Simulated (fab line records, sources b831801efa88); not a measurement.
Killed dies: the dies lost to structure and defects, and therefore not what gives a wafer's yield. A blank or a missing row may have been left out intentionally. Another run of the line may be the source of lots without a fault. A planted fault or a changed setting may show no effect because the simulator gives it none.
fab line records | flow gf180mcu
[record] lots = 24 wafers = 72 last_day = 34
route steps=602 shown PSD@256 CONTACT@305 M1@321 V1@350 M2@365
lots with no fault: from the same line, run without faults
start_h: hours from the record's opening day to when the first of the lot's shown wafers began | wait_h: how many hours have passed since the lot's step before this one | " repeats the value in the row above | L1.1+2: a row that stands for several wafers | - either no value or no given start | * or withheld: withheld | < > ~ a bound
route shown NAME@n: a module of which the file shows steps, and the number in the route of the first | usual: mean and standard deviation over wafers with no fault | same: alike in all rows | chamber/n: place in a boat | sites: each site's reading | _std_site: standard deviation of those values | _edge_site: the outer-site mean with the inner-site mean subtracted | radius_mm: how far each site lies from the wafer's centre | mask NAME#n: copy n | behind: the last tool/chamber to shape the wafer | hold: cause of the lot's hold/its duration in hours/its outcome | device: which transistor (n, p or np) failed to switch | end of line: the same wafers' tests at the end of the route | a step with no rows: only its recipe | killed: dies that structure and defects cost at the first sort, which is not the same as the wafer's yield | map: dies across one wafer; x = killed, . = not, _ = none there
set.NAME: the setting that was run; set.NAME@STEP: the one run at that earlier step | model.NAME: the simulator's own value behind a step, which no gauge read
the route's steps for a sample of lots (tables are steps, rows are wafers)
services: a tool's chamber out of use, with start hour (start_h, from the record's first day; less than 0 if before it), hours out, and reason
[[steps]]
[step GF_PSD_OVL_MEAS_08]
[usual] PSD_OVL = -0.7/1.6
// columns lot.wafer tool chamber start_h wait_h PSD_OVL[nm]
L074.2 overlay-02 - 312.39 0.1 -2.2
L074.3 " - " " -2.3
L074.6 " - " " -1.3
L075.1 overlay-02 - 327.21 0.1 -0.5
L075.4 " - " " -0.3
L075.5 " - " " 0.0
L076.1 overlay-01 - 333.07 0.1 -2.2
L076.2 " - " " -3.2
L076.5 " - " " -1.8
L077.1 overlay-02 - 343.47 0.1 -0.4
L077.2 " - " " 0.6
L077.3 " - " " 1.0
L078.2 overlay-01 - 355.14 0.1 1.4
L078.3 " - " " 2.3
L078.4 " - " " 1.3
L079.1 overlay-01 - 369.92 0.1 0.3
L079.3 " - " " -0.6
L079.6 " - " " -0.4
L080.1 overlay-01 - 372.24 0.1 -0.4
L080.2 " - " " 1.2
L080.6 " - " " 0.9
L081.3 overlay-01 - 380.02 0.1 -0.8
L081.4 " - " " -1.1
L081.5 " - " " -1.3
L082.1 overlay-01 - 387.84 0.1 -1.9
L082.2 " - " " -1.1
L082.5 " - " " -2.0
L083.3 overlay-02 - 391.70 0.1 -2.1
L083.4 " - " " -0.9
L083.5 " - " " -1.1
L084.2 overlay-02 - 396.76 0.1 -3.0
L084.5 " - " " -1.1
L084.6 " - " " -1.6
L085.2 overlay-01 - 408.66 0.1 -0.1
L085.5 " - " " 0.3
L085.6 " - " " -0.2
L086.3 overlay-01 - 417.83 0.1 -3.0
L086.4 " - " " -3.1
L086.5 " - " " -2.2
L087.1 overlay-02 - 426.58 0.1 0.0
L087.2 " - " " -1.5
L087.4 " - " " -1.3
L088.2 overlay-01 - 432.83 0.1 2.8
L088.3 " - " " 3.4
L088.5 " - " " 3.4
L089.1 overlay-01 - 443.52 0.1 -0.3
L089.2 " - " " -0.4
L089.4 " - " " -1.0
L090.1 overlay-01 - 452.07 0.1 1.5
L090.5 " - " " 2.2
L090.6 " - " " 1.1
L091.1 overlay-02 - 457.93 0.1 -1.9
L091.4 " - " " 0.3
L091.6 " - " " -2.7
L092.2 overlay-01 - 464.91 0.1 -2.4
L092.5 " - " " -0.7
L092.6 " - " " -3.0
L093.1 overlay-02 - 476.93 0.1 -1.0
L093.3 " - " " -0.8
L093.4 " - " " -1.8
L094.2 overlay-02 - 486.19 0.1 -1.4
L094.3 " - " " -0.9
L094.5 " - " " -2.5
L095.2 overlay-02 - 492.79 0.1 -3.2
L095.3 " - " " -1.7
L095.5 " - " " -3.0
L096.3 overlay-02 - 500.23 0.1 -1.2
L096.4 " - " " 0.7
L096.6 " - " " -0.3
L097.2 overlay-02 - 511.16 0.1 0.0
L097.3 " - " " -0.7
L097.4 " - " " 0.9
[step GF_CONTACT_STRIP_18]
[recipe] chemistry = O2/N2 power_w = 1400 pressure_mtorr = 1500 platen_temp_c = 250 o2_flow_sccm = 3000 n2_flow_sccm = 300 overash_fraction = 0.5
[usual] drypump_motor_current_A = 5.8/0.47 heater_power_w = 298/36 oes_product_au = 0.579/0.0055
[same] overash_fraction = 0.5
// columns lot.wafer tool chamber start_h wait_h drypump_motor_current_A heater_power_w oes_product_au rf_hours_counter_h
L074.2 plasma_asher-04 1 357.26 - 4.9 312 0.584 73
L074.3 " 1 " " 4.9 313 0.582 -
L074.6 " 0 " " 6.0 266 0.579 -
L075.1 plasma_asher-04 0 373.12 - 6.0 265 0.582 75
L075.4 " 1 " " 4.9 314 0.582 -
L075.5 " 1 " " 4.9 311 0.583 -
L076.1 plasma_asher-02 0 378.36 - 6.4 287 0.574 24
L076.2 " 1 " " 5.6 313 0.577 24
L076.5 " 0 " " 6.4 284 0.574 -
L077.1 plasma_asher-01 0 390.89 - 5.8 247 0.578 62
L077.2 " 1 " " 5.7 363 0.582 62
L077.3 " 0 " " 5.8 246 0.590 -
L078.2 plasma_asher-01 0 402.38 - 5.9 248 0.575 64
L078.3 " 1 " " 5.7 355 0.568 -
L078.4 " 0 " " 5.8 251 0.582 -
L079.1 plasma_asher-01 0 425.48 - 5.8 253 0.582 66
L079.3 " 1 " " 5.7 352 0.574 -
L079.6 " 1 " " 5.7 362 0.580 -
L080.1 plasma_asher-02 0 426.17 - 6.5 294 0.592 28
L080.2 " 1 " " 5.7 325 0.588 28
L080.6 " 1 " " 5.6 327 0.579 -
L081.3 plasma_asher-02 1 429.05 - 5.6 324 0.579 -
L081.4 " 0 " " 6.4 283 0.583 -
L081.5 " 0 " " 6.5 280 0.573 -
L082.1 plasma_asher-01 0 435.43 - 5.9 246 0.575 68
L082.2 " 1 " " 5.7 363 0.589 68
L082.5 " 1 " " 5.7 350 0.585 -
L083.3 plasma_asher-04 0 441.19 - 6.1 273 0.588 -
L083.4 " 1 " " 4.9 298 0.582 -
L083.5 " 1 " " 4.9 292 0.581 -
L084.2 plasma_asher-02 0 445.78 - 6.4 284 0.581 30
L084.5 " 0 " " 6.5 283 0.579 -
L084.6 " 1 " " 5.6 315 0.575 -
L085.2 plasma_asher-01 1 458.72 - 5.7 355 0.577 70
L085.5 " 1 " " 5.7 362 0.573 -
L085.6 " 0 " " 5.8 255 0.577 -
L086.3 plasma_asher-04 0 469.82 - 6.0 271 0.588 -
L086.4 " 1 " " 4.9 296 0.590 -
L086.5 " 1 " " 4.9 290 0.575 -
L087.1 plasma_asher-02 1 476.37 - 5.6 323 0.575 34
L087.2 " 0 " " 6.5 290 0.577 34
L087.4 " 1 " " 5.6 323 0.578 -
L088.2 plasma_asher-02 0 483.87 - 6.4 286 0.569 35
L088.3 " 0 " " 6.4 289 0.582 -
L088.5 " 1 " " 5.7 318 0.584 -
L089.1 plasma_asher-01 1 493.98 - 5.7 363 0.582 74
L089.2 " 0 " " 5.8 253 0.583 74
L089.4 " 1 " " 5.7 362 0.580 -
L090.1 plasma_asher-01 0 503.11 - 5.9 243 0.582 75
L090.5 " 1 " " 5.7 357 0.581 -
L090.6 " 0 " " 5.8 252 0.594 -
L091.1 plasma_asher-02 1 508.33 - 5.6 314 0.583 37
L091.4 " 1 " " 5.6 326 0.567 -
L091.6 " 1 " " 5.6 315 0.581 -
L092.2 plasma_asher-04 1 515.03 - 4.8 294 0.579 9
L092.5 " 1 " " 4.8 293 0.575 -
L092.6 " 0 " " 6.0 267 0.582 -
L093.1 plasma_asher-02 0 525.83 - 6.4 285 0.584 39
L093.3 " 0 " " 6.4 288 0.576 -
L093.4 " 1 " " 5.6 321 0.562 -
L094.2 plasma_asher-02 1 536.26 - 5.6 315 0.565 40
L094.3 " 0 " " 6.4 295 0.581 -
L094.5 " 1 " " 5.6 323 0.576 -
L095.2 plasma_asher-04 1 542.33 - 4.8 286 0.580 12
L095.3 " 0 " " 6.0 278 0.581 -
L095.5 " 0 " " 6.0 267 0.575 -
L096.3 plasma_asher-04 1 548.55 - 4.9 279 0.577 -
L096.4 " 0 " " 6.0 266 0.575 -
L096.6 " 0 " " 6.0 262 0.580 -
L097.2 plasma_asher-01 1 559.74 - 5.7 361 0.581 80
L097.3 " 1 " " 5.7 354 0.577 -
L097.4 " 0 " " 5.8 247 0.580 -
[step GF_CONTACT_CVD_24]
[recipe] material = W target_thk_nm = 300 time_s = 90.339 temp_c = 400 pressure_torr = 40
[usual] heater_power_w = 811/60
// columns lot.wafer tool chamber start_h wait_h heater_power_w
L074.2 cvd_w-01 0 357.69 0.1 843
L074.3 " 0 " " 872
L074.6 " 0 " " 880
L075.1 cvd_w-02 1 373.52 0.0 749
L075.4 " 1 " " 747
L075.5 " 0 " " 843
L076.1 cvd_w-02 0 378.76 0.0 858
L076.2 " 1 " " 752
L076.5 " 0 " " 867
L077.1 cvd_w-01 1 391.29 0.0 826
L077.2 " 0 " " 857
L077.3 " 1 " " 813
L078.2 cvd_w-01 1 402.80 0.0 814
L078.3 " 1 " " 835
L078.4 " 0 " " 856
L079.1 cvd_w-02 1 425.88 0.0 716
L079.3 " 1 " " 734
L079.6 " 1 " " 725
L080.1 cvd_w-02 1 426.58 0.0 712
L080.2 " 0 " " 859
L080.6 " 1 " " 738
L081.3 cvd_w-01 0 429.47 0.1 904
L081.4 " 1 " " 823
L081.5 " 0 " " 886
L082.1 cvd_w-02 0 435.84 0.0 834
L082.2 " 1 " " 714
L082.5 " 1 " " 734
L083.3 cvd_w-02 1 441.60 0.1 728
L083.4 " 0 " " 847
L083.5 " 1 " " 724
L084.2 cvd_w-01 1 446.22 0.1 799
L084.5 " 1 " " 834
L084.6 " 1 " " 819
L085.2 cvd_w-02 1 459.13 0.0 733
L085.5 " 1 " " 709
L085.6 " 0 " " 855
L086.3 cvd_w-02 1 470.21 0.1 728
L086.4 " 0 " " 851
L086.5 " 0 " " 840
L087.1 cvd_w-02 0 476.80 0.0 835
L087.2 " 1 " " 711
L087.4 " 0 " " 859
L088.2 cvd_w-02 1 484.29 0.0 724
L088.3 " 0 " " 865
L088.5 " 0 " " 862
L089.1 cvd_w-02 0 494.38 0.0 838
L089.2 " 1 " " 725
L089.4 " 1 " " 723
L090.1 cvd_w-01 0 503.50 0.0 901
L090.5 " 1 " " 805
L090.6 " 0 " " 880
L091.1 cvd_w-01 1 508.78 0.0 815
L091.4 " 0 " " 869
L091.6 " 0 " " 858
L092.2 cvd_w-02 0 515.46 0.0 835
L092.5 " 0 " " 853
L092.6 " 1 " " 734
L093.1 cvd_w-01 0 526.25 0.0 872
L093.3 " 1 " " 827
L093.4 " 0 " " 891
L094.2 cvd_w-02 0 536.65 0.0 849
L094.3 " 1 " " 729
L094.5 " 1 " " 730
L095.2 cvd_w-02 0 542.75 0.0 876
L095.3 " 1 " " 727
L095.5 " 0 " " 861
L096.3 cvd_w-01 1 548.96 0.1 825
L096.4 " 0 " " 883
L096.6 " 1 " " 811
L097.2 cvd_w-01 1 560.23 0.0 816
L097.3 " 0 " " 894
L097.4 " 1 " " 814
[step GF_M1_THK_MEAS_06]
[recipe] thk_meas_gauge = xrf reads = AlCu_of_M1_SPUTTER_02
[usual] M1_ALCU_THK = 436/4.1
// columns lot.wafer tool chamber start_h wait_h M1_ALCU_THK[nm]
L074.2 film_metro-04 - 358.69 0.1 440
L074.3 " - " " 441
L074.6 " - " " 441
L075.1 film_metro-04 - 374.44 0.1 443
L075.4 " - " " 441
L075.5 " - " " 437
L076.1 film_metro-01 - 379.68 0.1 440
L076.2 " - " " 441
L076.5 " - " " 440
L077.1 film_metro-04 - 400.61 0.1 439
L077.2 " - " " 439
L077.3 " - " " 442
L078.2 film_metro-04 - 403.92 0.1 436
L078.3 " - " " 437
L078.4 " - " " 436
L079.1 film_metro-04 - 426.94 0.1 422
L079.3 " - " " 429
L079.6 " - " " 432
L080.1 film_metro-04 - 427.50 0.1 435
L080.2 " - " " 439
L080.6 " - " " 439
L081.3 film_metro-01 - 430.37 0.1 429
L081.4 " - " " 437
L081.5 " - " " 429
L082.1 film_metro-01 - 436.76 0.1 434
L082.2 " - " " 438
L082.5 " - " " 439
L083.3 film_metro-04 - 442.50 0.1 445
L083.4 " - " " 440
L083.5 " - " " 443
L084.2 film_metro-01 - 447.22 0.1 430
L084.5 " - " " 431
L084.6 " - " " 435
L085.2 film_metro-02 - 460.06 0.1 436
L085.5 " - " " 432
L085.6 " - " " 436
L086.3 film_metro-01 - 471.12 0.1 443
L086.4 " - " " 434
L086.5 " - " " 433
L087.1 film_metro-04 - 477.72 0.1 431
L087.2 " - " " 438
L087.4 " - " " 430
L088.2 film_metro-02 - 485.22 0.1 434
L088.3 " - " " 435
L088.5 " - " " 436
L089.1 film_metro-01 - 495.30 0.1 432
L089.2 " - " " 431
L089.4 " - " " 436
L090.1 film_metro-04 - 504.42 0.1 433
L090.5 " - " " 430
L090.6 " - " " 432
L091.1 film_metro-02 - 509.72 0.1 439
L091.4 " - " " 439
L091.6 " - " " 439
L092.2 film_metro-01 - 516.39 0.1 434
L092.5 " - " " 432
L092.6 " - " " 435
L093.1 film_metro-04 - 527.17 0.1 427
L093.3 " - " " 432
L093.4 " - " " 436
L094.2 film_metro-04 - 537.58 0.1 436
L094.3 " - " " 435
L094.5 " - " " 438
L095.2 film_metro-04 - 543.69 0.1 432
L095.3 " - " " 437
L095.5 " - " " 432
L096.3 film_metro-01 - 549.87 0.1 442
L096.4 " - " " 433
L096.6 " - " " 435
L097.2 film_metro-04 - 561.16 0.1 442
L097.3 " - " " 440
L097.4 " - " " 435
[step GF_V1_OVL_MEAS_15]
[usual] V1_OVL = -2/5.2
// columns lot.wafer tool chamber start_h wait_h V1_OVL[nm]
L074.2 overlay-01 - 404.06 0.1 6
L074.3 " - " " 0
L074.6 " - " " -1
L075.1 overlay-02 - 425.98 0.1 7
L075.4 " - " " -1
L075.5 " - " " 4
L076.1 overlay-01 - 427.41 0.1 3
L076.2 " - " " -1
L076.5 " - " " -3
L077.1 overlay-01 - 448.73 0.1 -3
L077.2 " - " " 3
L077.3 " - " " -4
L078.2 overlay-02 - 453.15 0.1 0
L078.3 " - " " -4
L078.4 " - " " 6
L079.1 overlay-02 - 476.21 0.1 -6
L079.3 " - " " -2
L079.6 " - " " -8
L080.1 overlay-01 - 477.28 0.1 1
L080.2 " - " " 0
L080.6 " - " " -6
L081.3 overlay-01 - 481.20 0.1 -3
L081.4 " - " " -3
L081.5 " - " " -2
L082.1 overlay-01 - 485.71 0.1 -1
L082.2 " - " " -8
L082.5 " - " " -2
L083.3 overlay-02 - 491.68 0.1 6
L083.4 " - " " -4
L083.5 " - " " 4
L084.2 overlay-02 - 495.44 0.1 2
L084.5 " - " " 1
L084.6 " - " " 1
L085.2 overlay-01 - 509.61 0.1 -2
L085.5 " - " " 2
L085.6 " - " " 0
L086.3 overlay-01 - 519.78 0.1 -9
L086.4 " - " " -3
L086.5 " - " " -16
L087.1 overlay-01 - 526.42 0.1 -2
L087.2 " - " " -8
L087.4 " - " " -5
L088.2 overlay-01 - 533.73 0.1 8
L088.3 " - " " 3
L088.5 " - " " -2
L089.1 overlay-02 - 542.48 0.1 -6
L089.2 " - " " -6
L089.4 " - " " -4
L090.1 overlay-01 - 551.23 0.1 0
L090.5 " - " " 7
L090.6 " - " " 4
L091.1 overlay-01 - 556.56 0.1 0
L091.4 " - " " 0
L091.6 " - " " -2
L092.2 overlay-01 - 562.56 0.1 -7
L092.5 " - " " -6
L092.6 " - " " -11
L093.1 overlay-02 - 573.01 0.1 0
L093.3 " - " " 3
L093.4 " - " " 2
L094.2 overlay-01 - 582.44 0.1 -6
L094.3 " - " " -7
L094.5 " - " " -9
L095.2 overlay-02 - 588.51 0.1 6
L095.3 " - " " 1
L095.5 " - " " -7
L096.3 overlay-02 - 593.33 0.1 -9
L096.4 " - " " -11
L096.6 " - " " -9
L097.2 overlay-02 - 605.29 0.1 8
L097.3 " - " " 1
L097.4 " - " " 10
[step GF_M2_SPUTTER_03]
[recipe] material = Ti target_thk_nm = 10 substrate_temp_c = 300 chamber_pressure_pa = 0.3053 power_w = 3000 time_s = 6.7
[usual] throttle_valve_pct = 29.7/0.69
// columns lot.wafer tool chamber start_h wait_h throttle_valve_pct
L074.2 pvd_sputter-01 - 405.71 0.0 30.1
L074.3 " - " " 29.8
L074.6 " - " " 29.3
L075.1 pvd_sputter-03 - 427.54 0.0 29.0
L075.4 " - " " 29.1
L075.5 " - " " 29.1
L076.1 pvd_sputter-01 - 428.96 0.0 30.4
L076.2 " - " " 29.2
L076.5 " - " " 30.1
L077.1 pvd_sputter-03 - 450.39 0.0 29.1
L077.2 " - " " 29.2
L077.3 " - " " 29.9
L078.2 pvd_sputter-01 - 454.69 0.0 29.0
L078.3 " - " " 30.7
L078.4 " - " " 30.3
L079.1 pvd_sputter-01 - 477.84 0.0 29.7
L079.3 " - " " 30.2
L079.6 " - " " 29.1
L080.1 pvd_sputter-03 - 478.84 0.0 29.2
L080.2 " - " " 29.2
L080.6 " - " " 29.1
L081.3 pvd_sputter-01 - 482.73 0.0 30.2
L081.4 " - " " 29.2
L081.5 " - " " 29.1
L082.1 pvd_sputter-04 - 487.26 0.0 30.9
L082.2 " - " " 28.7
L082.5 " - " " 28.7
L083.3 pvd_sputter-04 - 493.22 0.0 31.0
L083.4 " - " " 28.8
L083.5 " - " " 30.1
L084.2 pvd_sputter-04 - 497.02 0.0 31.2
L084.5 " - " " 30.2
L084.6 " - " " 31.2
L085.2 pvd_sputter-01 - 511.22 0.0 30.5
L085.5 " - " " 29.5
L085.6 " - " " 29.0
L086.3 pvd_sputter-03 - 521.32 0.0 29.0
L086.4 " - " " 30.0
L086.5 " - " " 29.8
L087.1 pvd_sputter-03 - 528.04 0.0 29.1
L087.2 " - " " 28.9
L087.4 " - " " 29.9
L088.2 pvd_sputter-03 - 535.39 0.0 29.1
L088.3 " - " " 29.8
L088.5 " - " " 29.1
L089.1 pvd_sputter-03 - 544.04 0.0 29.1
L089.2 " - " " 28.9
L089.4 " - " " 29.4
L090.1 pvd_sputter-04 - 552.81 0.0 31.3
L090.5 " - " " 31.1
L090.6 " - " " 31.0
L091.1 pvd_sputter-01 - 558.22 0.0 29.6
L091.4 " - " " 29.1
L091.6 " - " " 29.3
L092.2 pvd_sputter-01 - 564.46 0.0 30.6
L092.5 " - " " 29.4
L092.6 " - " " 29.2
L093.1 pvd_sputter-01 - 574.56 0.0 30.4
L093.3 " - " " 29.6
L093.4 " - " " 30.3
L094.2 pvd_sputter-04 - 584.33 0.0 30.5
L094.3 " - " " 30.0
L094.5 " - " " 30.8
L095.2 pvd_sputter-03 - 590.12 0.0 28.9
L095.3 " - " " 29.2
L095.5 " - " " 30.1
L096.3 pvd_sputter-03 - 595.90 0.0 29.1
L096.4 " - " " 29.8
L096.6 " - " " 29.7
L097.2 pvd_sputter-03 - 607.02 0.0 29.9
L097.3 " - " " 29.2
L097.4 " - " " 29.1
[[services]]
// columns tool chamber start_h hours kind
cvd_w-01 1 354.93 5.4 repair
plasma_asher-01 - 362.55 0.3 repair
pvd_sputter-04 - 385.54 6.6 repair
cvd_w-02 - 390.00 14.0 pm
pvd_sputter-03 - 411.34 0.6 repair
cvd_w-01 - 412.75 1.5 repair
pvd_sputter-03 - 416.12 3.4 repair
plasma_asher-02 - 420.90 1.2 repair
plasma_asher-04 - 421.25 9.0 pm
cvd_w-01 - 441.91 1.5 repair
cvd_w-01 0 442.53 9.2 repair
cvd_w-02 - 455.50 1.2 repair
cvd_w-01 - 457.00 2.8 pm
cvd_w-02 - 474.44 2.1 repair
cvd_w-01 - 485.34 6.0 pm
pvd_sputter-03 - 504.33 1.9 repair
pvd_sputter-03 - 506.10 1.4 repair
plasma_asher-04 - 506.35 3.5 repair
cvd_w-02 - 506.86 6.0 pm
plasma_asher-01 - 519.76 6.1 repair
cvd_w-02 0 524.05 12.5 repair
pvd_sputter-03 - 562.46 2.1 repair
pvd_sputter-03 - 597.00 3.0 repair
pvd_sputter-03 - 599.05 1.1 repair
[[key]]
fault none
